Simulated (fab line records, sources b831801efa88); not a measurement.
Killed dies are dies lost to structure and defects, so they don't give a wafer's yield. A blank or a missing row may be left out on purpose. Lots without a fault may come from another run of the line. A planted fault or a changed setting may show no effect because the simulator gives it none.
Problem report in the 8D (eight disciplines) form, filled by code | flow sky130 | the parts of the form that need people (team, actions taken, sign-off) are left out

1. THE PROBLEM
oes_product_au at SKY_VIA2_ETCH_14 reads a mean of 0.796 a.u. on 4 wafers of 2 lots; wafers without a fault read 0.855 a.u. with a standard deviation of 0.0046. That is -13 standard deviations from the usual mean.
The step: etches BARC in N2/H2, stops on SiO2, time 45.9 s, target depth 60 nm.
First seen on wafer L200.4, day 38 17:49, on rie_diel-04. The record holds 42 wafers of 14 lots with a number at this step. Rule for "out", or "out of limits": more than 4 standard deviations from the usual mean. The other wafers with a number count as sound.

2. WHAT IT IS AND WHAT IT IS NOT
question                    | is                             | is not
which readings at this step | oes_product_au                 | drypump_motor_current_A, throttle_valve_pct
which lots                  | L200, L202                     | L193, L195, L197, L198, L199, L206, L208, L212, L213, L214, L215, L216
which wafers of those lots  | L200.4, L202.1, L202.4, L202.5 | L200.2, L200.6
read on which tools         | rie_diel-04                    | rie_diel-01, rie_diel-02
when                        | from day 38 17:49              | up to then (17 sound wafers); but 21 sound wafers of L206, L208, L212, L213, L214, L215, L216 came after

3. SUSPECTS, AND WHAT RULES EACH OUT
Counting: a tool at a process step up to the reading stays a suspect if it ran every lot that is out. Sound lots after the first of them don't rule it out here, since some wafers of a struck lot are sound.
- rie_diel-04 at SKY_VIA2_ETCH_14 (etches BARC in N2/H2, stops on SiO2, time 45.9 s, target depth 60 nm): kept. It ran every lot that is out, first L200 (day 38 17:49); its last sound lot up to then is L198 (day 38 04:58). Its own readings are out on those wafers: oes_product_au.
Left after counting: rie_diel-04 at SKY_VIA2_ETCH_14.

4. THE CAUSE (what the simulator had put in)
Process parameter drift: rie_diel-04, from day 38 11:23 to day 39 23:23, at SKY_VIA2_ETCH_14. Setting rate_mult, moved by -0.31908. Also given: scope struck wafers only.
Counting left only this tool.

5. THE CHAIN OF EFFECTS, in route order
Each row: a reading whose mean over the struck wafers that have a number lies more than 3 standard deviations from the usual. Only readings for which the record gives a usual standard deviation are gone through. hours: the time from each lot's start at the first step in this table that gives one to its start at this step, as a median over the lots. sigmas: the change in usual standard deviations.
hours | step              | reading                  | usual      | on struck wafers | change | sigmas
0     | SKY_VIA2_ETCH_14  | oes_product_au           | 0.855 a.u. | 0.796            | -0.059 | -13
0     | SKY_VIA2_ETCH_15  | oes_product_au           | 0.941 a.u. | 0.680            | -0.261 | -57
0     | SKY_VIA2_STRIP_16 | strip_time_to_endpoint_s | 4.06 s     | 4.24             | +0.18  | +5.9
The process steps in it:
- SKY_VIA2_ETCH_14: etches BARC in N2/H2, stops on SiO2, time 45.9 s, target depth 60 nm.
- SKY_VIA2_ETCH_15: etches SiO2 in C4F8/O2/Ar, stops on TiN, target depth 546 nm, time 84 s.
- SKY_VIA2_STRIP_16: strips in O2/N2.

6. WHAT WOULD HAVE CAUGHT IT SOONER
In this record the first reading out of limits was taken at day 38 17:49, 6 hours after the fault began at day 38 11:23.
